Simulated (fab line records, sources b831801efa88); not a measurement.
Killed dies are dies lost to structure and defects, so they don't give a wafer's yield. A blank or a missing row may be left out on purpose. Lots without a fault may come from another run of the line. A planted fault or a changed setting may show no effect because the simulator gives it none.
One fault seen from 2 desks | flow gf180mcu | each desk has only its own numbers; what lay behind them comes last

THE TOOL OWNER'S DESK: implanter-03
The tool's own readings at GF_HV_LDD_IMPLANT_33: means of the sampled wafers that have a number, for each lot that ran on this tool. A lot is out of limits, marked OUT, if its mean lies more than 4 standard deviations from the usual mean; the brackets give that distance.
Columns: A = dose_ions_cm2 at GF_HV_LDD_IMPLANT_33, usual 7.5e+12; B = faraday_current_uA at GF_HV_LDD_IMPLANT_33, usual 42.3
lot  | first seen here | A                         | B
L769 | day 12 17:27    | 7.5e+12                   | 42.6
L776 | day 14 16:15    | 8.8e+12 (+99 or more) OUT | 49.2 (+8.2) OUT
L778 | day 15 11:51    | 8.8e+12 (+99 or more) OUT | 49.5 (+8.5) OUT
L779 | day 15 19:45    | 8.8e+12 (+99 or more) OUT | 49.7 (+8.7) OUT
This desk's finding: out of limits on L776, L778, L779; first on L776, day 14 16:15 (dose_ions_cm2 at GF_HV_LDD_IMPLANT_33). In limits: L769.

THE METROLOGY DESK
What the gauges read, lot by lot, whatever tool the lot ran on: means of the sampled wafers that have a number. A lot is out of limits, marked OUT, if its mean lies more than 4 standard deviations from the usual mean; the brackets give that distance.
Columns: A = cd_nm at GF_POLY_GATE_CD_MEAS_18, usual 279.3 nm; B = HV_LDD_02_OVL at GF_HV_LDD_OVL_MEAS_32, usual -0.3 nm; C = HV_LDD_RS at GF_HV_LDD_RS_MEAS_53, usual 418.3 ohm/sq
lot  | first seen here | A     | B    | C
L767 | day 9 09:11     | 279.7 | 0.5  | 418.7
L768 | day 9 22:31     | 278.6 | -0.3 | 417.6
L769 | day 10 09:35    | 277.8 | -0.6 | 418.7
L773 | day 11 13:59    | 280.3 | 0.3  | 419.5
L776 | day 12 04:04    | 279.9 | 0.7  | 415.4
L778 | day 12 21:05    | 284.0 | -1.6 | 415.4
L779 | day 13 04:14    | 279.9 | -0.9 | 415.7
L780 | day 13 09:02    | 278.1 | -0.3 | 418.2
L781 | day 13 16:14    | 277.6 | -0.9 | 417.0
L782 | day 14 03:10    | 278.3 | -0.5 | 417.3
L785 | day 14 22:39    | 279.0 | -1.0 | 418.6
L787 | day 15 15:12    | 281.7 | -1.0 | 417.1
L789 | day 16 00:38    | 280.8 | 0.8  | 416.5
This desk's finding: nothing out of limits on any of the 13 lots.

PUT TOGETHER
The tool owner's desk could have raised an alarm at day 14 16:15, on L776, L778, L779.
The metrology desk saw nothing out of limits.
The metrology desk has L776, L778, L779 on record, within its limits.
Of the lots named, all ran GF_HV_LDD_IMPLANT_33 on implanter-03.

WHAT THE SIMULATOR HAD PUT IN
Process parameter drift: implanter-03, from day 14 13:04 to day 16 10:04, at GF_HV_LDD_IMPLANT_33. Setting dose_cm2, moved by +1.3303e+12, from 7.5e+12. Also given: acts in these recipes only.
Lots struck among those shown: L776, L778, L779.
Hours from the fault's start to each desk's first reading out of limits: the tool owner's desk, 3.
